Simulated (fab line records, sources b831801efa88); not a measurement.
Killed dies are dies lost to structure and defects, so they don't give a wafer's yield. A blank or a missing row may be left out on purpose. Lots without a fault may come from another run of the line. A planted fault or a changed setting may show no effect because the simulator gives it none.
A struck lot beside a sound one | flow gf180mcu | 14 steps out of a route of 602
Sound: wafers L857.1, L857.2, L857.4. Struck: wafers L862.4, L862.5, L862.6. The cause comes at the end.
At each step with rows: each side's tool, then ch and its chambers, then its first start. Under that, the readings that differ: sound wafers | struck wafers | difference of the means | sigmas: that difference in standard deviations of wafers without a fault.
alike: readings whose means differ by less than 2 such deviations, and words and numbers that are the same on both sides. not compared: withheld readings, readings that some wafer has no value for, bounds like >300 that may hide the same value, and numbers for which the record gives no deviation and whose values overlap.
The two part at a step that has a row with sigmas, a row that says differs or no value, or rows on one side only. Numbers that don't overlap but have no deviation are shown without sigmas and don't part them. A reading that every wafer of one side lacks parts them only if that side has two wafers or more.

first, 4 steps without rows for these wafers: GF_VT_IMPLANT_SOFTBAKE_03 (time 60 s); GF_VT_IMPLANT_EXPOSE_04 (exposes mask LVPWELL LV AREA, target cd 600 nm); GF_VT_IMPLANT_PEB_05; GF_VT_IMPLANT_DEVELOP_06 (develop time 60 s).
GF_VT_IMPLANT_OVL_MEAS_07:
  sound on overlay-01, day 8 21:46; struck on overlay-01, day 10 04:59
  alike: VT_IMPLANT_OVL
then, 1 step without rows for these wafers: GF_VT_IMPLANT_IMPLANT_08.
GF_VT_IMPLANT_STRIP_09: strips in O2/N2.
  sound on plasma_asher-04 ch 0,1, day 8 21:57; struck on plasma_asher-04 ch 0,1, day 10 05:11
  reading               | sound             | struck            | difference | sigmas
  oes_product_au (a.u.) | 0.716 0.715 0.729 | 0.718 0.703 0.711 | -0.009     | -2
  alike: drypump_motor_current_A, heater_power_w, platen_temp_c, strip_time_to_endpoint_s
  not compared: rf_hours_counter_h
GF_VT_IMPLANT_TW_MEAS_10:
  sound on film_metro-03, day 8 22:03; struck on film_metro-02, day 10 05:17
  alike: VT_IMPLANT_TW
then, 4 steps without rows for these wafers: GF_VT_IMPLANT_DEHYDRATE_11 (time 60 s); GF_VT_IMPLANT_HMDS_12 (prime time 60 s); GF_VT_IMPLANT_COAT_13 (resist thk 1000 nm); GF_VT_IMPLANT_SOFTBAKE_14 (time 60 s).
GF_VT_IMPLANT_EXPOSE_15: exposes mask Nwell LV AREA, target cd 860 nm.
  sound on iline_stepper-01 ch 0, day 9 06:35; struck on iline_stepper-01, day 10 14:18
  no value came back on the struck wafers for exposure_dose_mJ_cm2, focus_offset_nm (nm), sigma_outer; on the sound wafers exposure_dose_mJ_cm2 reads 139.89 139.89 139.70
  reading                            | sound             | struck               | difference | sigmas
  model.VT_IMPLANT.overlay_y_nm (nm) | 1.106 1.106 1.106 | -1.944 -1.944 -1.944 | -3.050     |
  alike: mask
then, 1 step without rows for these wafers: GF_VT_IMPLANT_PEB_16.

WHERE THEY PART
First at GF_VT_IMPLANT_STRIP_09; last, within this record, at GF_VT_IMPLANT_EXPOSE_15.

WHY: what the simulator had put in
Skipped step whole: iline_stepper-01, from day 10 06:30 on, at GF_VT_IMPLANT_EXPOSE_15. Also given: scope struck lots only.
